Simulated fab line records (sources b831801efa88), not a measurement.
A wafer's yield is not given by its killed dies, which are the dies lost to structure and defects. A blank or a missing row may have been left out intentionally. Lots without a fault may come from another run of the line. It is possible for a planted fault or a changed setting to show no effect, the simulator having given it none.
A struck lot beside a sound one / flow sky130 / 15 out of 708 route steps
Sound: these wafers, L337.1, L337.3, L337.4. Struck: wafer L334.4. (L334.2 of the same lot was not struck and is left out.) The cause comes at the end.
For every step that has rows: the tool of each side, followed by ch and its chambers, followed by its first start. Under that, the readings that differ: sound wafers / struck wafers / difference of the means / sigmas: that difference in standard deviations of wafers without a fault.
alike: a reading whose means differ by less than 2 such deviations, as well as words and numbers matching on both sides. not compared: withheld readings; readings where some wafer has no value; bounds like >300 that might hide an equal value; numbers whose values overlap and for which the record gives no deviation.
A row with sigmas, a row that says differs or no value, or rows on one side alone: a step with any of these is where the two part. Non-overlapping numbers with no deviation appear without sigmas and do not part them. A reading missing from all wafers of one side parts the sides only when that side holds two or more wafers.

SKY_SD_N_RS_MEAS_16: a four-point-probe measurement.
  sound: film_metro-03 at day 34 01:35; struck: film_metro-04 at day 33 15:25
  alike: SD_N_RS
SKY_SD_N_RS_MEAS_17: a four-point-probe measurement.
  sound: film_metro-03 at day 34 01:43; struck: film_metro-04 at day 33 15:32
  alike: SD_P_RS
SKY_SD_N_RS_MEAS_18: a four-point-probe measurement.
  sound: film_metro-03 at day 34 01:50; struck: film_metro-04 at day 33 15:39
  alike: RES_XHIGH_RS
then, 2 steps without rows for these wafers: SKY_SALICIDE_CLEAN_00 (cleans in HF-last, time 30 s); SKY_LI_CONTACT_HDPCVD_00 (deposits PSG, target thk 930 nm, time 155 s).
SKY_LI_CONTACT_THK_MEAS_01:
  sound: film_metro-02 at day 34 02:04; struck: film_metro-04 at day 33 15:55
  alike: LI_CONTACT_HDPCVD_THK
SKY_LI_CONTACT_CMP_02: polishes PSG.
  sound on cmp-01 ch 0,1,2, day 34 02:08; struck on cmp-02 ch 3, day 33 16:00
  alike: motor_current_A, platen_rpm, time_to_endpoint_s
SKY_LI_CONTACT_BOW_MEAS_03:
  sound: film_metro-02 at day 34 02:26; struck: film_metro-04 at day 33 16:19
  alike: LI_CONTACT_BOW
then, 4 steps without rows for these wafers: SKY_LI_CONTACT_DEHYDRATE_04 (time 60 s); SKY_LI_CONTACT_HMDS_05 (prime time 60 s); SKY_LI_CONTACT_COAT_06 (resist thk 60 nm); SKY_LI_CONTACT_COAT_07 (resist thk 450 nm).
SKY_LI_CONTACT_SOFTBAKE_08: time 90 s.
  sound on litho_track-03 ch 0, day 34 15:00; struck on litho_track-01 ch 0, day 34 06:00
reading=heater_power_total_W (W); sound=57.45 57.47 57.23; struck=58.22; difference=+0.84; sigmas=+8
reading=run_length_s (s); sound=118.94 119.01 118.82; struck=115.13; difference=-3.79; sigmas=-17
then, 2 steps without rows for these wafers: SKY_LI_CONTACT_EXPOSE_09 (exposes mask LICM1, target cd 170 nm); SKY_PAD_OPEN_PROBE_99.

WHERE THEY PART
Only at SKY_LI_CONTACT_SOFTBAKE_08, as far as this record shows.

WHY: whatever the simulator had introduced
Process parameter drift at SKY_LI_CONTACT_SOFTBAKE_08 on litho_track-01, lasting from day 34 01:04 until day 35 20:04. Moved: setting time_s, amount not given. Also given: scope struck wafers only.
